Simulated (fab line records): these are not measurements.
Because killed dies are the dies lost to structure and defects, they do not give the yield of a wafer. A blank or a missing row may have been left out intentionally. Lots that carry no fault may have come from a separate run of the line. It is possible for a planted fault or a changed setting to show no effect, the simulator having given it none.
Struck lot and sound lot, side by side || flow sky130 || 43 steps out of a route of 708
Sound: these wafers, L855.1, L855.3, L855.5. Struck: wafers L853.1, L853.2, L853.4. The cause comes at the end.
Each step with rows lists, per side, the tool, then ch with its chambers, then its first start. Under that, the readings that differ: sound wafers || struck wafers || difference of the means || sigmas: that difference in standard deviations of wafers without a fault.
alike: readings whose means differ by less than 2 such deviations, and words and numbers that are the same on both sides. not compared: withheld readings, readings that some wafer has no value for, bounds like >300 that may hide the same value, and numbers for which the record gives no deviation and whose values overlap.
A row with sigmas, a row that says differs or no value, or rows on one side alone: a step with any of these is where the two part. Numbers that don't overlap but have no deviation are shown without sigmas and don't part them. A reading that every wafer of one side lacks parts them only if that side has two wafers or more.

first, 1 step without rows for these wafers: SKY_CAPM_SPUTTER_02 (material TiN, target thk 200 nm, time 166.7 s).
SKY_CAPM_RS_MEAS_03: uses a four-point probe to measure.
  struck on film metro-04, day 39 15:14; sound on film metro-03, day 40 09:56
  alike: CAPM_TIN_RS
SKY_CAPM_THK_MEAS_04: measures by xrf.
  struck on film metro-04, day 39 15:21; sound on film metro-03, day 40 10:03
  alike: CAPM_TIN_THK
then, 7 steps without rows for these wafers: SKY_CAPM_DEHYDRATE_05 (time 60 s); SKY_CAPM_HMDS_06 (prime time 60 s); SKY_CAPM_COAT_07 (resist thk 1140 nm); SKY_CAPM_SOFTBAKE_08 (time 60 s); SKY_CAPM_EXPOSE_09 (exposes mask CAPM, target cd 1000 nm); SKY_CAPM_PEB_10; SKY_CAPM_DEVELOP_11 (develop time 60 s).
SKY_CAPM_OVL_MEAS_12:
  struck on overlay-01, day 40 15:37; sound on overlay-01, day 41 10:04
  alike: CAPM_OVL
then, 1 step without rows for these wafers: SKY_CAPM_METAL_ETCH_13 (etches TiN in Cl2/BCl3, stops on SiO2, target depth 220 nm, time 62.9 s).
SKY_CAPM_STRIP_14: strips in O2/N2.
  sound on plasma asher-03 ch 0,1, day 41 10:11; struck on plasma asher-02 ch 0,1, day 40 15:44
  alike: drypump motor current A, oes product au, strip time to endpoint s
  not compared: rf hours counter h
then, 11 steps without rows for these wafers: SKY_CAPM_STRIP_15 (strips in post etch residue remover, time 1200 s); SKY_CAPM_CLEAN_16 (cleans in IPA, time 180 s); SKY_CAPM_CLEAN_17 (cleans in O3/DIW); SKY_METAL3_DEHYDRATE_05 (time 60 s); SKY_METAL3_HMDS_06 (prime time 60 s); SKY_METAL3_COAT_07 (resist thk 60 nm); SKY_METAL3_COAT_08 (resist thk 1140 nm); SKY_METAL3_SOFTBAKE_09 (time 90 s); SKY_METAL3_EXPOSE_10 (exposes mask MM3, target cd 300 nm); SKY_METAL3_PEB_11; SKY_METAL3_DEVELOP_12 (develop time 60 s).
SKY_METAL3_CD_MEAS_13 targets a cd of 300 nm.
  struck on cd sem-02, day 41 16:10; sound on cd sem-01, day 42 11:46
  alike: cd nm
SKY_METAL3_OVL_MEAS_14:
  struck on overlay-01, day 41 16:17; sound on overlay-02, day 42 11:53
  alike: METAL3_OVL
SKY_METAL3_DESCUM_15: chemistry O2, time 8 s.
  sound on rie metal-01 ch 0,1, day 42 11:55; struck on rie metal-01 ch 0,1, day 41 16:20
  alike: drypump motor current A, oes product au, temp c
  not compared: rf hours counter h
SKY_METAL3_ETCH_16: etches BARC in N2/H2, stops on SiO2, time 88.2 s, target depth 60 nm.
  sound on rie metal-01 ch 0,1, day 42 11:58; struck on rie metal-01 ch 0,1, day 41 16:22
  alike: bias w, drypump motor current A, oes product au, throttle valve pct
  not compared: rf hours counter h
then, 1 step without rows for these wafers: SKY_METAL3_ETCH_17 (etches SiO2 in C4F8/O2/Ar, stops on TiN, time 3.9 s, target depth 15 nm).
SKY_METAL3_METAL_ETCH_18: etches the open film in Cl2/BCl3, stops on SiO2, target depth 845 nm, time 183.1 s.
  sound on rie metal-02 ch 0,1, day 42 12:04; struck on rie metal-02 ch 0,1, day 41 16:29
  alike: bias w, drypump motor current A, oes product au, throttle valve pct
  not compared: rf hours counter h
SKY_METAL3_STRIP_19: strips in O2/N2.
  sound on plasma asher-02 ch 0,1, day 42 12:15; struck on plasma asher-03 ch 0,1, day 41 16:40
  alike: drypump motor current A, oes product au, strip time to endpoint s
  not compared: rf hours counter h
then, 4 steps without rows for these wafers: SKY_METAL3_STRIP_20 (strips in post etch residue remover, time 1200 s); SKY_METAL3_CLEAN_21 (cleans in IPA, time 180 s); SKY_METAL3_CLEAN_22 (cleans in O3/DIW); SKY_VIA3_HDPCVD_00 (deposits SiO2, target thk 1635 nm, time 272.5 s).
SKY_VIA3_THK_MEAS_01:
  struck on film metro-04, day 41 17:25; sound on film metro-01, day 42 13:01
  alike: VIA3_HDPCVD_THK
SKY_VIA3_CMP_02: polishes SiO2.
  sound on cmp-01 ch 1,3, day 42 13:05; struck on cmp-02 ch 0,1,3, day 41 17:32
  alike: motor current A
SKY_VIA3_BOW_MEAS_03:
  struck on film metro-04, day 41 17:47; sound on film metro-02, day 42 13:23
  alike: VIA3_BOW
then, 4 steps without rows for these wafers: SKY_VIA3_DEHYDRATE_04 (time 60 s); SKY_VIA3_HMDS_05 (prime time 60 s); SKY_VIA3_COAT_06 (resist thk 60 nm); SKY_VIA3_COAT_07 (resist thk 450 nm).
-- the record jumps here: 7 days lie between the struck wafers' starts before and after (it left off in module VIA3 and takes up again in module PAD_OPEN, whose first step shown is number 708 of the route) --
SKY_PAD_OPEN_PROBE_99:
  struck on prober-02, day 48 09:59; sound on prober-02, day 49 01:53
{"reading": "defect limited yield (%)", "sound": "81.5 82.1 81.5", "struck": "71.1 76.4 70.5", "difference": -9.0, "sigmas": -5}
{"reading": "killed at other", "sound": "0 2 0", "struck": "54 22 52", "difference": "+42", "sigmas": "+82"}
{"reading": "killed dies", "sound": "91 88 91", "struck": "142 116 145", "difference": "+44", "sigmas": "+4"}
{"reading": "sort_bin_3_pad_short (%)", "sound": "1.4 1.2 0.4", "struck": "4.9 1.2 4.5", "difference": "+2.5", "sigmas": "+6"}
{"reading": "sort_bin_5_function (%)", "sound": "10.2 11.6 11.0", "struck": "17.1 14.0 17.9", "difference": "+5.4", "sigmas": "+3"}
{"reading": "sort n pass", "sound": "401 404 401", "struck": "350 376 347", "difference": -44, "sigmas": -4}
{"reading": "sort yield pct (%)", "sound": "81.5 82.1 81.5", "struck": "71.1 76.4 70.5", "difference": -9.0, "sigmas": -5}
{"reading": "model.etest.tester.sort n pass", "sound": "401 404 401", "struck": "350 376 347", "difference": -44, "sigmas": ""}
{"reading": "model.etest.tester.sort yield pct (%)", "sound": "81.5 82.11 81.5", "struck": "71.14 76.42 70.53", "difference": -9.01, "sigmas": ""}
{"reading": "model.etest.tester.sort_bin_5_pct (%)", "sound": "10.16 11.59 10.98", "struck": "17.07 14.02 17.89", "difference": "+5.42", "sigmas": ""}
  alike: killed_at_M0_to_M3, killed_at_M4_up, killed at contacts, killed at front end, killed on rim, killed open, killed short, sort_bin_6_memory
  not compared: model.etest.tester.sort_bin_3_pct

## WHERE THEY PART
Within this record, at SKY_PAD_OPEN_PROBE_99 only.

WHY: what the simulator had put in
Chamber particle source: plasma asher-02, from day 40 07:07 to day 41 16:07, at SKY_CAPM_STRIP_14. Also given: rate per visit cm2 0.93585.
